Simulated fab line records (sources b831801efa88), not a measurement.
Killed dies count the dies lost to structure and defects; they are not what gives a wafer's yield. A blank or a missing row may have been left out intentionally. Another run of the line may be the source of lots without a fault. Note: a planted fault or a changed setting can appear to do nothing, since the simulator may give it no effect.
Which tool was responsible? | flow sky130 | 36 wafers from 12 lots sampled at 2 of the route's 708 steps

WHAT EACH GAUGE READ, for each wafer
SKY_CAP2M_THK_MEAS_01. Usual: CAP2M_CVD_00_THK 15.41 nm, standard deviation 0.24.
lot  | measured     | on           | CAP2M_CVD_00_THK (nm) | flag
L357 | day 39 17:43 | filmMetro-04 | 15.47 15.29 15.56     | 
L359 | day 41 02:04 | filmMetro-02 | 15.52 15.70 15.52     | 
L362 | day 41 11:02 | filmMetro-04 | 15.61 15.62 15.88     | 
L363 | day 41 17:25 | filmMetro-03 | 15.10 15.16 15.46     | 
L364 | day 42 02:50 | filmMetro-04 | 15.30 15.61 15.69     | 
L366 | day 42 22:35 | filmMetro-03 | 15.07 15.18 15.20     | 
L370 | day 43 22:23 | filmMetro-04 | 15.32 15.66 15.40     | 
L371 | day 44 10:01 | filmMetro-02 | 15.57 15.69 15.67     | 
L373 | day 44 20:02 | filmMetro-02 | 15.26 15.17 15.78     | 
L375 | day 45 09:03 | filmMetro-04 | 15.28 15.44 15.43     | 
L379 | day 45 23:02 | filmMetro-03 | 15.56 15.38 15.37     | 
L380 | day 46 14:43 | filmMetro-04 | 15.33 15.30 15.42     | 

TOOL THAT RAN EACH LOT (tool first, then ch and the chambers of the sampled wafers, then the start)
lot  | SKY_METAL2_METAL_ETCH_19
L357 | rieMetal-03 ch 0,1, day 35 04:29
L359 | rieMetal-02 ch 0,1, day 36 14:43
L362 | rieMetal-02 ch 0,1, day 36 23:11
L363 | rieMetal-03 ch 0,1, day 37 08:09
L364 | rieMetal-01 ch 0,1, day 37 18:27
L366 | rieMetal-02 ch 0,1, day 38 15:59
L370 | rieMetal-01 ch 0, day 39 17:27
L371 | rieMetal-01 ch 0,1, day 40 05:47
L373 | rieMetal-01 ch 0,1, day 40 16:51
L375 | rieMetal-03 ch 0,1, day 41 07:33
L379 | rieMetal-02 ch 0,1, day 41 23:17
L380 | rieMetal-03 ch 0,1, day 42 15:07
- SKY_METAL2_METAL_ETCH_19: etches the open film in Cl2/BCl3, stops on SiO2, target depth 360 nm, time 78 s.

WHAT THE TOOLS THEMSELVES READ (means of the sampled wafers that have a number; where no wafer has one, the mark that the record gives instead)
SKY_METAL2_METAL_ETCH_19. Usual: drypumpMotorCurrentA 5.96 A, standard deviation 0.18; oesProductAu 0.854 a.u., standard deviation 0.0062; throttleValvePct 22.264 %, standard deviation 0.0091.
lot  | tool        | drypumpMotorCurrentA (A) | oesProductAu (a.u.) | throttleValvePct (%) | flag
L357 | rieMetal-03 | 5.86                     | 0.853               | 22.262               | 
L359 | rieMetal-02 | 6.20                     | 0.851               | 22.255               | 
L362 | rieMetal-02 | 6.11                     | 0.860               | 22.268               | 
L363 | rieMetal-03 | 5.85                     | 0.851               | 22.266               | 
L364 | rieMetal-01 | 5.94                     | 0.858               | 22.258               | 
L366 | rieMetal-02 | 6.19                     | 0.856               | 22.267               | 
L370 | rieMetal-01 | 5.96                     | 0.855               | 22.263               | 
L371 | rieMetal-01 | 5.96                     | 0.849               | 22.261               | 
L373 | rieMetal-01 | 5.95                     | 0.852               | 22.265               | 
L375 | rieMetal-03 | 5.85                     | 0.858               | 22.262               | 
L379 | rieMetal-02 | 6.21                     | 0.847               | 22.268               | 
L380 | rieMetal-03 | 5.74                     | 0.852               | 22.266               | 

THE ANSWER, worked out from the rows above alone
Rule: a lot is off if the mean of its wafers that have a number lies more than 3 standard deviations from the usual mean. A lot without any number at a reading at which 4 lots or more have one is off too. All remaining lots with rows at the step are treated as sound. Order of review: gauges by route order, followed by the tools' own readings, for which a lot's mean as printed above is used. At the first step where some lot is off, the reading lying furthest off is the one used; lots without a number count as furthest.
Across all readings shown, no lot is off: no conclusion can be drawn from this.

WHAT WAS PUT IN BY THE SIMULATOR
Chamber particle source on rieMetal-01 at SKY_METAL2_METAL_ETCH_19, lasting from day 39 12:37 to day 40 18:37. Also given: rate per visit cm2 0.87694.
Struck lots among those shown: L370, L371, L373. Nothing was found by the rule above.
